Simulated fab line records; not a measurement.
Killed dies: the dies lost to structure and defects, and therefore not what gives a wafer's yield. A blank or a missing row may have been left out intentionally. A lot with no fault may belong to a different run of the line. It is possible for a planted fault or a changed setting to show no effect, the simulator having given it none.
Which tool was responsible? / flow gf180mcu / 14 lots, 42 wafers sampled, at 4 steps of a route of 602

== WHAT THE GAUGES SHOWED, per wafer ==
GF_TOP_METAL_CD_MEAS_14: the cd target is 440 nm. Usual: cdNm 440.9 nm, standard deviation 2.2.
lot=L346; measured=day 28 18:46; on=cdSem-02; cdNm (nm)=438.8 440.0 438.9; flag=
lot=L347; measured=day 28 22:29; on=cdSem-01; cdNm (nm)=444.3 442.2 442.0; flag=
lot=L348; measured=day 29 10:50; on=cdSem-02; cdNm (nm)=443.1 441.2 441.6; flag=
lot=L350; measured=day 29 19:37; on=cdSem-02; cdNm (nm)=440.7 440.6 440.0; flag=
lot=L351; measured=day 30 12:55; on=cdSem-02; cdNm (nm)=438.8 438.7 438.2; flag=
lot=L352; measured=day 30 13:54; on=cdSem-01; cdNm (nm)=445.8 444.1 443.7; flag=
lot=L353; measured=day 30 17:11; on=cdSem-02; cdNm (nm)=441.6 438.3 442.7; flag=
lot=L356; measured=day 31 16:16; on=cdSem-02; cdNm (nm)=438.6 439.6 438.6; flag=
lot=L358; measured=day 32 08:05; on=cdSem-02; cdNm (nm)=442.7 442.8 442.4; flag=
lot=L359; measured=day 32 12:53; on=cdSem-01; cdNm (nm)=441.5 442.2 444.0; flag=
lot=L361; measured=day 33 00:48; on=cdSem-01; cdNm (nm)=440.0 437.3 441.7; flag=
lot=L363; measured=day 33 08:01; on=cdSem-01; cdNm (nm)=443.2 443.1 440.3; flag=
lot=L365; measured=day 33 21:25; on=cdSem-01; cdNm (nm)=438.8 437.3 438.8; flag=
lot=L367; measured=day 34 07:26; on=cdSem-01; cdNm (nm)=439.2 438.6 440.3; flag=

GF_TOP_METAL_OVL_MEAS_15. Usual: TOP_METAL_OVL typically reads -0.1 nm, with standard deviation 1.3.
lot=L346; measured=day 28 18:52; on=overlay-02; TOP_METAL_OVL (nm)=0.0 -0.5 0.1; flag=
lot=L347; measured=day 28 22:37; on=overlay-01; TOP_METAL_OVL (nm)=-0.7 -0.9 -1.1; flag=
lot=L348; measured=day 29 10:57; on=overlay-02; TOP_METAL_OVL (nm)=-1.2 -0.3 -0.3; flag=
lot=L350; measured=day 29 19:44; on=overlay-01; TOP_METAL_OVL (nm)=0.6 0.8 -2.1; flag=
lot=L351; measured=day 30 13:01; on=overlay-01; TOP_METAL_OVL (nm)=1.1 0.8 0.9; flag=
lot=L352; measured=day 30 14:01; on=overlay-02; TOP_METAL_OVL (nm)=1.2 -1.8 -0.4; flag=
lot=L353; measured=day 30 17:19; on=overlay-01; TOP_METAL_OVL (nm)=-0.7 -0.4 -1.9; flag=
lot=L356; measured=day 31 16:23; on=overlay-01; TOP_METAL_OVL (nm)=-1.3 -1.9 -1.6; flag=
lot=L358; measured=day 32 08:12; on=overlay-02; TOP_METAL_OVL (nm)=-0.7 -0.6 -0.4; flag=
lot=L359; measured=day 32 13:00; on=overlay-02; TOP_METAL_OVL (nm)=0.1 0.2 -2.2; flag=
lot=L361; measured=day 33 00:55; on=overlay-02; TOP_METAL_OVL (nm)=0.4 0.9 1.8; flag=
lot=L363; measured=day 33 08:06; on=overlay-02; TOP_METAL_OVL (nm)=-1.3 -1.3 -0.7; flag=
lot=L365; measured=day 33 21:32; on=overlay-01; TOP_METAL_OVL (nm)=0.5 1.5 -0.1; flag=
lot=L367; measured=day 34 07:33; on=overlay-02; TOP_METAL_OVL (nm)=0.2 -0.3 2.8; flag=

GF_PASSIVATION_BOW_MEAS_14. Usual: PASSIVATION_BOW typically reads 136 um, with standard deviation 11.
lot=L346; measured=day 29 16:47; on=filmMetro-03; PASSIVATION_BOW (um)=141 156 150; flag=
lot=L347; measured=day 29 20:35; on=filmMetro-01; PASSIVATION_BOW (um)=154 155 161; flag=
lot=L348; measured=day 30 08:49; on=filmMetro-03; PASSIVATION_BOW (um)=129 123 130; flag=
lot=L350; measured=day 30 17:29; on=filmMetro-02; PASSIVATION_BOW (um)=136 144 141; flag=
lot=L351; measured=day 31 09:26; on=filmMetro-03; PASSIVATION_BOW (um)=132 125 148; flag=
lot=L352; measured=day 31 10:22; on=filmMetro-01; PASSIVATION_BOW (um)=128 139 121; flag=
lot=L353; measured=day 31 14:17; on=filmMetro-03; PASSIVATION_BOW (um)=141 151 145; flag=
lot=L356; measured=day 32 12:02; on=filmMetro-02; PASSIVATION_BOW (um)=130 120 132; flag=
lot=L358; measured=day 33 02:01; on=filmMetro-01; PASSIVATION_BOW (um)=130 129 125; flag=
lot=L359; measured=day 33 08:00; on=filmMetro-01; PASSIVATION_BOW (um)=144 134 124; flag=
lot=L361; measured=day 33 17:49; on=filmMetro-02; PASSIVATION_BOW (um)=149 134 152; flag=
lot=L363; measured=day 34 01:54; on=filmMetro-02; PASSIVATION_BOW (um)=152 151 149; flag=
lot=L365; measured=day 34 14:56; on=filmMetro-02; PASSIVATION_BOW (um)=144 142 147; flag=
lot=L367; measured=day 35 00:59; on=filmMetro-01; PASSIVATION_BOW (um)=124 138 119; flag=

== WHAT TOOL EACH LOT RAN ON (gives the tool, then ch and the chambers of the sampled wafers, and finally the start) ==
lot=L346; GF_PASSIVATION_ETCH_11=rieDiel-04 ch 1,2,3, day 29 14:55
lot=L347; GF_PASSIVATION_ETCH_11=rieDiel-04 ch 0,1, day 29 18:44
lot=L348; GF_PASSIVATION_ETCH_11=rieDiel-04 ch 0,1,3, day 30 06:58
lot=L350; GF_PASSIVATION_ETCH_11=rieDiel-04 ch 0,2,3, day 30 15:39
lot=L351; GF_PASSIVATION_ETCH_11=rieDiel-04 ch 0,2,3, day 31 07:33
lot=L352; GF_PASSIVATION_ETCH_11=rieDiel-02 ch 1,2, day 31 08:30
lot=L353; GF_PASSIVATION_ETCH_11=rieDiel-04 ch 1,2, day 31 12:26
lot=L356; GF_PASSIVATION_ETCH_11=rieDiel-02 ch 0,2,3, day 32 10:12
lot=L358; GF_PASSIVATION_ETCH_11=rieDiel-04 ch 2,3, day 33 00:09
lot=L359; GF_PASSIVATION_ETCH_11=rieDiel-04 ch 1,2,3, day 33 06:08
lot=L361; GF_PASSIVATION_ETCH_11=rieDiel-02 ch 2,3, day 33 15:57
lot=L363; GF_PASSIVATION_ETCH_11=rieDiel-02 ch 0,1, day 34 00:01
lot=L365; GF_PASSIVATION_ETCH_11=rieDiel-02 ch 0,1,2, day 34 13:05
lot=L367; GF_PASSIVATION_ETCH_11=rieDiel-02 ch 0,1,3, day 34 23:08
- GF_PASSIVATION_ETCH_11: etches the open film in CF4/O2, stops on TiN, target depth 1800 nm, time 400 s.

== WHAT THE TOOLS THEMSELVES READ (means of the sampled wafers that have a number; where no wafer has one, the mark that the record gives instead) ==
GF_PASSIVATION_ETCH_11. Usual: drypumpMotorCurrentA 5.6 A, standard deviation 0.5; oesProductAu 0.965 a.u., standard deviation 0.0075; throttleValvePct 5.961 %, standard deviation 0.0088.
lot=L346; tool=rieDiel-04; drypumpMotorCurrentA (A)=5.4; oesProductAu (a.u.)=0.958; throttleValvePct (%)=5.961; flag=
lot=L347; tool=rieDiel-04; drypumpMotorCurrentA (A)=5.7; oesProductAu (a.u.)=0.970; throttleValvePct (%)=5.964; flag=
lot=L348; tool=rieDiel-04; drypumpMotorCurrentA (A)=5.3; oesProductAu (a.u.)=0.963; throttleValvePct (%)=5.961; flag=
lot=L350; tool=rieDiel-04; drypumpMotorCurrentA (A)=5.3; oesProductAu (a.u.)=0.970; throttleValvePct (%)=5.960; flag=
lot=L351; tool=rieDiel-04; drypumpMotorCurrentA (A)=5.3; oesProductAu (a.u.)=0.967; throttleValvePct (%)=5.967; flag=
lot=L352; tool=rieDiel-02; drypumpMotorCurrentA (A)=5.5; oesProductAu (a.u.)=0.966; throttleValvePct (%)=5.960; flag=
lot=L353; tool=rieDiel-04; drypumpMotorCurrentA (A)=5.8; oesProductAu (a.u.)=0.965; throttleValvePct (%)=5.969; flag=
lot=L356; tool=rieDiel-02; drypumpMotorCurrentA (A)=5.8; oesProductAu (a.u.)=0.964; throttleValvePct (%)=5.963; flag=
lot=L358; tool=rieDiel-04; drypumpMotorCurrentA (A)=5.0; oesProductAu (a.u.)=0.967; throttleValvePct (%)=5.966; flag=
lot=L359; tool=rieDiel-04; drypumpMotorCurrentA (A)=5.4; oesProductAu (a.u.)=0.961; throttleValvePct (%)=5.953; flag=
lot=L361; tool=rieDiel-02; drypumpMotorCurrentA (A)=6.1; oesProductAu (a.u.)=0.967; throttleValvePct (%)=5.957; flag=
lot=L363; tool=rieDiel-02; drypumpMotorCurrentA (A)=5.6; oesProductAu (a.u.)=0.966; throttleValvePct (%)=5.964; flag=
lot=L365; tool=rieDiel-02; drypumpMotorCurrentA (A)=5.5; oesProductAu (a.u.)=0.961; throttleValvePct (%)=5.966; flag=
lot=L367; tool=rieDiel-02; drypumpMotorCurrentA (A)=5.9; oesProductAu (a.u.)=0.961; throttleValvePct (%)=5.962; flag=

== THE ANSWER, worked out from the rows above alone ==
Rule: take the mean of a lot's wafers that have a number; if it is more than 3 standard deviations from the usual mean, the lot is off. A lot without any number at a reading at which 4 lots or more have one is off too. All remaining lots with rows at the step are treated as sound. The gauges are gone through in route order, then the tools' own readings, and for those a lot's mean is taken as printed above. The first step at which some lot is off is used, and at that step the reading that is off furthest; a lot without a number counts as furthest.
Across all readings shown, no lot is off: no conclusion can be drawn from this.

== WHAT THE SIMULATOR HAD PUT IN ==
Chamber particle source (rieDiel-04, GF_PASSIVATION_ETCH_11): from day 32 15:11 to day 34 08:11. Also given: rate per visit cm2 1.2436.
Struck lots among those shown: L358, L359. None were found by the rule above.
